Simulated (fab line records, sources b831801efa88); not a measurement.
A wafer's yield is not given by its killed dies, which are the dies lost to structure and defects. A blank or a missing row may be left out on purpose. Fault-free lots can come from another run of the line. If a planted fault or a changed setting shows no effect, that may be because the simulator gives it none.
The tool behind it: which one? / flow sky130 / 24 lots with 72 wafers sampled at 5 steps, on a route of 708 steps

== WHAT THE GAUGES SHOWED, per wafer ==
SKY_NWELL_THK_MEAS_02. Usual: NWELL_OXIDATION_THK gives 9.98 nm (standard deviation 0.2).
lot=L074; measured=day 2 23:21; on=film_metro-03; NWELL_OXIDATION_THK (nm)=10.28 10.29 10.35; flag=
lot=L075; measured=day 2 23:22; on=film_metro-04; NWELL_OXIDATION_THK (nm)=10.36 10.22 10.35; flag=
lot=L076; measured=day 3 06:17; on=film_metro-04; NWELL_OXIDATION_THK (nm)=9.97 9.94 9.83; flag=
lot=L077; measured=day 3 06:17; on=film_metro-03; NWELL_OXIDATION_THK (nm)=10.14 10.16 10.14; flag=
lot=L078; measured=day 3 10:31; on=film_metro-01; NWELL_OXIDATION_THK (nm)=10.06 10.13 10.13; flag=
lot=L079; measured=day 3 15:31; on=film_metro-03; NWELL_OXIDATION_THK (nm)=10.02 10.17 10.12; flag=
lot=L081; measured=day 4 00:38; on=film_metro-04; NWELL_OXIDATION_THK (nm)=9.95 9.83 9.92; flag=
lot=L080; measured=day 4 02:43; on=film_metro-03; NWELL_OXIDATION_THK (nm)=10.14 10.46 10.07; flag=
lot=L082; measured=day 4 07:12; on=film_metro-04; NWELL_OXIDATION_THK (nm)=9.80 9.86 9.87; flag=
lot=L083; measured=day 4 12:34; on=film_metro-01; NWELL_OXIDATION_THK (nm)=10.17 10.09 10.04; flag=
lot=L084; measured=day 4 18:31; on=film_metro-03; NWELL_OXIDATION_THK (nm)=9.88 9.67 9.62; flag=
lot=L085; measured=day 4 23:46; on=film_metro-04; NWELL_OXIDATION_THK (nm)=10.19 10.27 10.16; flag=
lot=L086; measured=day 5 04:20; on=film_metro-03; NWELL_OXIDATION_THK (nm)=9.79 9.86 9.98; flag=
lot=L087; measured=day 5 08:34; on=film_metro-01; NWELL_OXIDATION_THK (nm)=9.97 10.04 9.92; flag=
lot=L088; measured=day 5 13:20; on=film_metro-01; NWELL_OXIDATION_THK (nm)=9.88 9.69 9.77; flag=
lot=L089; measured=day 5 19:28; on=film_metro-03; NWELL_OXIDATION_THK (nm)=9.80 9.82 9.75; flag=
lot=L090; measured=day 6 00:20; on=film_metro-03; NWELL_OXIDATION_THK (nm)=10.07 9.94 10.00; flag=
lot=L091; measured=day 6 04:56; on=film_metro-04; NWELL_OXIDATION_THK (nm)=10.37 9.96 9.99; flag=
lot=L092; measured=day 6 08:43; on=film_metro-03; NWELL_OXIDATION_THK (nm)=9.85 9.83 9.72; flag=
lot=L093; measured=day 6 15:23; on=film_metro-01; NWELL_OXIDATION_THK (nm)=9.79 9.82 9.88; flag=
lot=L094; measured=day 6 20:29; on=film_metro-04; NWELL_OXIDATION_THK (nm)=9.69 9.83 9.69; flag=
lot=L095; measured=day 7 05:14; on=film_metro-04; NWELL_OXIDATION_THK (nm)=9.68 9.89 9.61; flag=
lot=L096; measured=day 7 09:17; on=film_metro-04; NWELL_OXIDATION_THK (nm)=9.90 9.98 9.94; flag=
lot=L097; measured=day 7 15:04; on=film_metro-04; NWELL_OXIDATION_THK (nm)=10.21 10.50 10.38; flag=

SKY_POLY_GATE_THK_MEAS_04. Usual: POLY_GATE_CVD_03_THK gives 74.7 nm (standard deviation 0.67).
lot=L074; measured=day 15 22:29; on=film_metro-01; POLY_GATE_CVD_03_THK (nm)=73.3 74.9 74.2; flag=
lot=L075; measured=day 16 00:54; on=film_metro-02; POLY_GATE_CVD_03_THK (nm)=74.9 75.0 74.6; flag=
lot=L076; measured=day 16 20:11; on=film_metro-01; POLY_GATE_CVD_03_THK (nm)=74.1 74.5 74.8; flag=
lot=L077; measured=day 16 18:09; on=film_metro-02; POLY_GATE_CVD_03_THK (nm)=74.9 75.4 75.6; flag=
lot=L078; measured=day 17 05:46; on=film_metro-03; POLY_GATE_CVD_03_THK (nm)=75.3 75.4 74.8; flag=
lot=L079; measured=day 17 05:46; on=film_metro-02; POLY_GATE_CVD_03_THK (nm)=74.6 74.8 74.8; flag=
lot=L081; measured=day 17 16:47; on=film_metro-03; POLY_GATE_CVD_03_THK (nm)=73.9 74.1 74.1; flag=
lot=L080; measured=day 17 22:19; on=film_metro-01; POLY_GATE_CVD_03_THK (nm)=74.8 75.1 74.8; flag=
lot=L082; measured=day 18 05:49; on=film_metro-03; POLY_GATE_CVD_03_THK (nm)=74.7 75.0 75.1; flag=
lot=L083; measured=day 18 20:16; on=film_metro-01; POLY_GATE_CVD_03_THK (nm)=74.8 74.9 75.5; flag=
lot=L084; measured=day 19 01:50; on=film_metro-03; POLY_GATE_CVD_03_THK (nm)=75.6 75.9 75.6; flag=
lot=L085; measured=day 19 11:04; on=film_metro-02; POLY_GATE_CVD_03_THK (nm)=74.6 73.6 74.0; flag=
lot=L086; measured=day 19 17:20; on=film_metro-02; POLY_GATE_CVD_03_THK (nm)=75.3 74.5 74.7; flag=
lot=L087; measured=day 20 04:48; on=film_metro-03; POLY_GATE_CVD_03_THK (nm)=75.2 75.8 75.5; flag=
lot=L088; measured=day 20 08:20; on=film_metro-02; POLY_GATE_CVD_03_THK (nm)=75.0 75.4 75.1; flag=
lot=L089; measured=day 20 18:47; on=film_metro-03; POLY_GATE_CVD_03_THK (nm)=75.1 75.3 75.8; flag=
lot=L090; measured=day 21 08:58; on=film_metro-02; POLY_GATE_CVD_03_THK (nm)=73.9 74.6 73.9; flag=
lot=L091; measured=day 21 07:37; on=film_metro-03; POLY_GATE_CVD_03_THK (nm)=74.3 74.4 74.1; flag=
lot=L092; measured=day 21 16:59; on=film_metro-02; POLY_GATE_CVD_03_THK (nm)=74.4 73.7 74.7; flag=
lot=L093; measured=day 22 06:37; on=film_metro-02; POLY_GATE_CVD_03_THK (nm)=75.0 75.4 75.3; flag=
lot=L094; measured=day 22 08:08; on=film_metro-01; POLY_GATE_CVD_03_THK (nm)=73.7 73.3 73.4; flag=
lot=L095; measured=day 22 23:09; on=film_metro-03; POLY_GATE_CVD_03_THK (nm)=73.6 74.8 74.9; flag=
lot=L096; measured=day 23 06:52; on=film_metro-01; POLY_GATE_CVD_03_THK (nm)=74.2 74.3 73.9; flag=
lot=L097; measured=day 23 12:34; on=film_metro-01; POLY_GATE_CVD_03_THK (nm)=74.4 73.6 73.9; flag=

SKY_CAPM_THK_MEAS_01. Usual: CAPM_CVD_00_THK gives 15.45 nm (standard deviation 0.21).
lot=L074; measured=day 36 22:28; on=film_metro-04; CAPM_CVD_00_THK (nm)=15.71 15.76 15.90; flag=
lot=L075; measured=day 37 00:44; on=film_metro-03; CAPM_CVD_00_THK (nm)=15.13 15.53 15.56; flag=
lot=L076; measured=day 37 23:42; on=film_metro-04; CAPM_CVD_00_THK (nm)=15.43 15.23 15.74; flag=
lot=L077; measured=day 37 22:18; on=film_metro-01; CAPM_CVD_00_THK (nm)=15.16 15.19 15.47; flag=
lot=L078; measured=day 38 03:43; on=film_metro-04; CAPM_CVD_00_THK (nm)=15.19 15.45 15.17; flag=
lot=L079; measured=day 38 04:23; on=film_metro-04; CAPM_CVD_00_THK (nm)=15.13 15.43 15.58; flag=
lot=L081; measured=day 38 16:19; on=film_metro-01; CAPM_CVD_00_THK (nm)=15.42 15.27 15.30; flag=
lot=L080; measured=day 38 18:31; on=film_metro-03; CAPM_CVD_00_THK (nm)=15.12 15.28 15.51; flag=
lot=L082; measured=day 39 03:10; on=film_metro-01; CAPM_CVD_00_THK (nm)=15.31 15.47 15.79; flag=
lot=L083; measured=day 39 11:05; on=film_metro-01; CAPM_CVD_00_THK (nm)=15.13 15.35 15.46; flag=
lot=L084; measured=day 39 20:47; on=film_metro-04; CAPM_CVD_00_THK (nm)=15.32 15.66 15.55; flag=
lot=L085; measured=day 40 01:14; on=film_metro-04; CAPM_CVD_00_THK (nm)=15.22 15.18 15.73; flag=
lot=L086; measured=day 40 06:37; on=film_metro-04; CAPM_CVD_00_THK (nm)=15.25 15.30 15.43; flag=
lot=L087; measured=day 40 13:28; on=film_metro-04; CAPM_CVD_00_THK (nm)=15.37 15.66 15.70; flag=
lot=L088; measured=day 40 19:59; on=film_metro-04; CAPM_CVD_00_THK (nm)=15.23 15.00 15.52; flag=
lot=L089; measured=day 41 02:07; on=film_metro-01; CAPM_CVD_00_THK (nm)=15.26 15.22 15.59; flag=
lot=L090; measured=day 41 13:17; on=film_metro-04; CAPM_CVD_00_THK (nm)=15.37 15.51 15.42; flag=
lot=L091; measured=day 41 12:25; on=film_metro-03; CAPM_CVD_00_THK (nm)=15.40 15.58 15.53; flag=
lot=L092; measured=day 41 21:16; on=film_metro-01; CAPM_CVD_00_THK (nm)=15.49 15.48 15.50; flag=
lot=L093; measured=day 42 05:35; on=film_metro-01; CAPM_CVD_00_THK (nm)=15.46 15.67 15.71; flag=
lot=L094; measured=day 42 07:20; on=film_metro-04; CAPM_CVD_00_THK (nm)=15.38 15.45 15.79; flag=
lot=L095; measured=day 42 17:59; on=film_metro-04; CAPM_CVD_00_THK (nm)=15.02 15.67 15.77; flag=
lot=L096; measured=day 43 02:36; on=film_metro-03; CAPM_CVD_00_THK (nm)=15.30 15.51 15.49; flag=
lot=L097; measured=day 43 06:48; on=film_metro-04; CAPM_CVD_00_THK (nm)=15.60 15.86 15.87; flag=

== TOOL THAT RAN EACH LOT (tool first, then ch and the chambers of the sampled wafers, then the start) ==
lot=L074; SKY_CONTACT_SPUTTER_23=pvd_sputter-02, day 32 05:53; SKY_METAL1_STRIP_20=plasma_asher-01 ch 0, day 33 10:05
lot=L075; SKY_CONTACT_SPUTTER_23=pvd_sputter-04, day 32 08:25; SKY_METAL1_STRIP_20=plasma_asher-01 ch 0, day 33 12:44
lot=L076; SKY_CONTACT_SPUTTER_23=pvd_sputter-04, day 33 05:56; SKY_METAL1_STRIP_20=plasma_asher-04 ch 0, day 34 10:05
lot=L077; SKY_CONTACT_SPUTTER_23=pvd_sputter-04, day 33 04:13; SKY_METAL1_STRIP_20=plasma_asher-04 ch 0,1, day 34 08:25
lot=L078; SKY_CONTACT_SPUTTER_23=pvd_sputter-02, day 33 12:37; SKY_METAL1_STRIP_20=plasma_asher-04 ch 0,1, day 34 15:32
lot=L079; SKY_CONTACT_SPUTTER_23=pvd_sputter-04, day 33 13:46; SKY_METAL1_STRIP_20=plasma_asher-04 ch 0,1, day 34 16:29
lot=L081; SKY_CONTACT_SPUTTER_23=pvd_sputter-02, day 34 00:10; SKY_METAL1_STRIP_20=plasma_asher-04 ch 0,1, day 35 04:19
lot=L080; SKY_CONTACT_SPUTTER_23=pvd_sputter-01, day 34 02:58; SKY_METAL1_STRIP_20=plasma_asher-04 ch 0,1, day 35 06:04
lot=L082; SKY_CONTACT_SPUTTER_23=pvd_sputter-04, day 34 11:45; SKY_METAL1_STRIP_20=plasma_asher-04 ch 0, day 35 15:25
lot=L083; SKY_CONTACT_SPUTTER_23=pvd_sputter-01, day 34 21:17; SKY_METAL1_STRIP_20=plasma_asher-03 ch 0,1, day 36 00:40
lot=L084; SKY_CONTACT_SPUTTER_23=pvd_sputter-04, day 35 06:29; SKY_METAL1_STRIP_20=plasma_asher-04 ch 0,1, day 36 09:32
lot=L085; SKY_CONTACT_SPUTTER_23=pvd_sputter-04, day 35 11:28; SKY_METAL1_STRIP_20=plasma_asher-04 ch 0,1, day 36 14:56
lot=L086; SKY_CONTACT_SPUTTER_23=pvd_sputter-01, day 35 17:19; SKY_METAL1_STRIP_20=plasma_asher-01 ch 0,1, day 36 20:53
lot=L087; SKY_CONTACT_SPUTTER_23=pvd_sputter-04, day 36 02:29; SKY_METAL1_STRIP_20=plasma_asher-01 ch 0,1, day 37 05:14
lot=L088; SKY_CONTACT_SPUTTER_23=pvd_sputter-01, day 36 08:13; SKY_METAL1_STRIP_20=plasma_asher-01 ch 0,1, day 37 11:05
lot=L089; SKY_CONTACT_SPUTTER_23=pvd_sputter-01, day 36 15:13; SKY_METAL1_STRIP_20=plasma_asher-03 ch 0,1, day 37 17:44
lot=L090; SKY_CONTACT_SPUTTER_23=pvd_sputter-01, day 37 02:07; SKY_METAL1_STRIP_20=plasma_asher-04 ch 0,1, day 38 05:04
lot=L091; SKY_CONTACT_SPUTTER_23=pvd_sputter-02, day 37 01:57; SKY_METAL1_STRIP_20=plasma_asher-03 ch 0,1, day 38 04:52
lot=L092; SKY_CONTACT_SPUTTER_23=pvd_sputter-01, day 37 09:56; SKY_METAL1_STRIP_20=plasma_asher-03 ch 0,1, day 38 13:23
lot=L093; SKY_CONTACT_SPUTTER_23=pvd_sputter-01, day 37 20:32; SKY_METAL1_STRIP_20=plasma_asher-03 ch 0,1, day 38 23:16
lot=L094; SKY_CONTACT_SPUTTER_23=pvd_sputter-01, day 37 22:07; SKY_METAL1_STRIP_20=plasma_asher-03 ch 0,1, day 39 00:31
lot=L095; SKY_CONTACT_SPUTTER_23=pvd_sputter-01, day 38 10:51; SKY_METAL1_STRIP_20=plasma_asher-01 ch 0,1, day 39 13:01
lot=L096; SKY_CONTACT_SPUTTER_23=pvd_sputter-04, day 38 18:38; SKY_METAL1_STRIP_20=plasma_asher-04 ch 0,1, day 39 20:53
lot=L097; SKY_CONTACT_SPUTTER_23=pvd_sputter-04, day 39 00:09; SKY_METAL1_STRIP_20=plasma_asher-03 ch 0,1, day 40 01:49
- SKY_CONTACT_SPUTTER_23: material TiN, target thk 20 nm, time 80 s.
- SKY_METAL1_STRIP_20: strips in O2/N2.

== WHAT THE TOOLS THEMSELVES READ (means of the sampled wafers that have a number; where no wafer has one, the mark that the record gives instead) ==
SKY_CONTACT_SPUTTER_23. Usual: throttle_valve_pct reads 30.2 % (standard deviation 1.2).
lot=L074; tool=pvd_sputter-02; throttle_valve_pct (%)=29.7; flag=
lot=L075; tool=pvd_sputter-04; throttle_valve_pct (%)=31.0; flag=
lot=L076; tool=pvd_sputter-04; throttle_valve_pct (%)=31.3; flag=
lot=L077; tool=pvd_sputter-04; throttle_valve_pct (%)=30.2; flag=
lot=L078; tool=pvd_sputter-02; throttle_valve_pct (%)=30.6; flag=
lot=L079; tool=pvd_sputter-04; throttle_valve_pct (%)=30.2; flag=
lot=L081; tool=pvd_sputter-02; throttle_valve_pct (%)=30.4; flag=
lot=L080; tool=pvd_sputter-01; throttle_valve_pct (%)=30.0; flag=
lot=L082; tool=pvd_sputter-04; throttle_valve_pct (%)=31.9; flag=
lot=L083; tool=pvd_sputter-01; throttle_valve_pct (%)=29.8; flag=
lot=L084; tool=pvd_sputter-04; throttle_valve_pct (%)=30.9; flag=
lot=L085; tool=pvd_sputter-04; throttle_valve_pct (%)=31.2; flag=
lot=L086; tool=pvd_sputter-01; throttle_valve_pct (%)=28.7; flag=
lot=L087; tool=pvd_sputter-04; throttle_valve_pct (%)=31.1; flag=
lot=L088; tool=pvd_sputter-01; throttle_valve_pct (%)=29.8; flag=
lot=L089; tool=pvd_sputter-01; throttle_valve_pct (%)=29.7; flag=
lot=L090; tool=pvd_sputter-01; throttle_valve_pct (%)=29.6; flag=
lot=L091; tool=pvd_sputter-02; throttle_valve_pct (%)=30.8; flag=
lot=L092; tool=pvd_sputter-01; throttle_valve_pct (%)=29.8; flag=
lot=L093; tool=pvd_sputter-01; throttle_valve_pct (%)=29.2; flag=
lot=L094; tool=pvd_sputter-01; throttle_valve_pct (%)=30.1; flag=
lot=L095; tool=pvd_sputter-01; throttle_valve_pct (%)=29.6; flag=
lot=L096; tool=pvd_sputter-04; throttle_valve_pct (%)=30.4; flag=
lot=L097; tool=pvd_sputter-04; throttle_valve_pct (%)=31.6; flag=

SKY_METAL1_STRIP_20. Usual: drypump_motor_current_A 5.4 A, standard deviation 0.4; oes_product_au 0.344 a.u., standard deviation 0.0047; strip_time_to_endpoint_s 2.72 s, standard deviation 0.048.
lot=L074; tool=plasma_asher-01; drypump_motor_current_A (A)=5.4; oes_product_au (a.u.)=0.349; strip_time_to_endpoint_s (s)=2.77; flag=
lot=L075; tool=plasma_asher-01; drypump_motor_current_A (A)=5.4; oes_product_au (a.u.)=0.341; strip_time_to_endpoint_s (s)=2.67; flag=
lot=L076; tool=plasma_asher-04; drypump_motor_current_A (A)=5.5; oes_product_au (a.u.)=0.349; strip_time_to_endpoint_s (s)=2.70; flag=
lot=L077; tool=plasma_asher-04; drypump_motor_current_A (A)=5.3; oes_product_au (a.u.)=0.345; strip_time_to_endpoint_s (s)=2.74; flag=
lot=L078; tool=plasma_asher-04; drypump_motor_current_A (A)=5.3; oes_product_au (a.u.)=0.343; strip_time_to_endpoint_s (s)=2.68; flag=
lot=L079; tool=plasma_asher-04; drypump_motor_current_A (A)=5.1; oes_product_au (a.u.)=0.340; strip_time_to_endpoint_s (s)=2.70; flag=
lot=L081; tool=plasma_asher-04; drypump_motor_current_A (A)=5.3; oes_product_au (a.u.)=0.341; strip_time_to_endpoint_s (s)=2.66; flag=
lot=L080; tool=plasma_asher-04; drypump_motor_current_A (A)=5.3; oes_product_au (a.u.)=0.339; strip_time_to_endpoint_s (s)=2.67; flag=
lot=L082; tool=plasma_asher-04; drypump_motor_current_A (A)=5.5; oes_product_au (a.u.)=0.341; strip_time_to_endpoint_s (s)=2.64; flag=
lot=L083; tool=plasma_asher-03; drypump_motor_current_A (A)=5.9; oes_product_au (a.u.)=0.343; strip_time_to_endpoint_s (s)=2.73; flag=
lot=L084; tool=plasma_asher-04; drypump_motor_current_A (A)=5.3; oes_product_au (a.u.)=0.346; strip_time_to_endpoint_s (s)=2.78; flag=
lot=L085; tool=plasma_asher-04; drypump_motor_current_A (A)=5.1; oes_product_au (a.u.)=0.346; strip_time_to_endpoint_s (s)=2.75; flag=
lot=L086; tool=plasma_asher-01; drypump_motor_current_A (A)=5.4; oes_product_au (a.u.)=0.342; strip_time_to_endpoint_s (s)=2.67; flag=
lot=L087; tool=plasma_asher-01; drypump_motor_current_A (A)=5.4; oes_product_au (a.u.)=0.338; strip_time_to_endpoint_s (s)=2.72; flag=
lot=L088; tool=plasma_asher-01; drypump_motor_current_A (A)=5.3; oes_product_au (a.u.)=0.347; strip_time_to_endpoint_s (s)=2.75; flag=
lot=L089; tool=plasma_asher-03; drypump_motor_current_A (A)=5.9; oes_product_au (a.u.)=0.341; strip_time_to_endpoint_s (s)=2.69; flag=
lot=L090; tool=plasma_asher-04; drypump_motor_current_A (A)=5.1; oes_product_au (a.u.)=0.345; strip_time_to_endpoint_s (s)=2.80; flag=
lot=L091; tool=plasma_asher-03; drypump_motor_current_A (A)=5.9; oes_product_au (a.u.)=0.348; strip_time_to_endpoint_s (s)=2.75; flag=
lot=L092; tool=plasma_asher-03; drypump_motor_current_A (A)=5.6; oes_product_au (a.u.)=0.345; strip_time_to_endpoint_s (s)=2.69; flag=
lot=L093; tool=plasma_asher-03; drypump_motor_current_A (A)=5.6; oes_product_au (a.u.)=0.348; strip_time_to_endpoint_s (s)=2.80; flag=
lot=L094; tool=plasma_asher-03; drypump_motor_current_A (A)=5.9; oes_product_au (a.u.)=0.344; strip_time_to_endpoint_s (s)=2.70; flag=
lot=L095; tool=plasma_asher-01; drypump_motor_current_A (A)=5.3; oes_product_au (a.u.)=0.347; strip_time_to_endpoint_s (s)=2.77; flag=
lot=L096; tool=plasma_asher-04; drypump_motor_current_A (A)=5.3; oes_product_au (a.u.)=0.343; strip_time_to_endpoint_s (s)=2.75; flag=
lot=L097; tool=plasma_asher-03; drypump_motor_current_A (A)=5.6; oes_product_au (a.u.)=0.344; strip_time_to_endpoint_s (s)=2.74; flag=

== THE ANSWER, worked out from the rows above alone ==
Rule: lot off if the mean of its wafers having a number is beyond 3 standard deviations from the usual mean. A lot without any number at a reading at which 4 lots or more have one is off too. Any other lot the step has rows for is counted as sound. Order of review: gauges by route order, followed by the tools' own readings, for which a lot's mean as printed above is used. At the first step where some lot is off, the reading lying furthest off is the one used; lots without a number count as furthest.
Across all readings shown, no lot is off: no conclusion can be drawn from this.

== WHAT THE SIMULATOR HAD PUT IN ==
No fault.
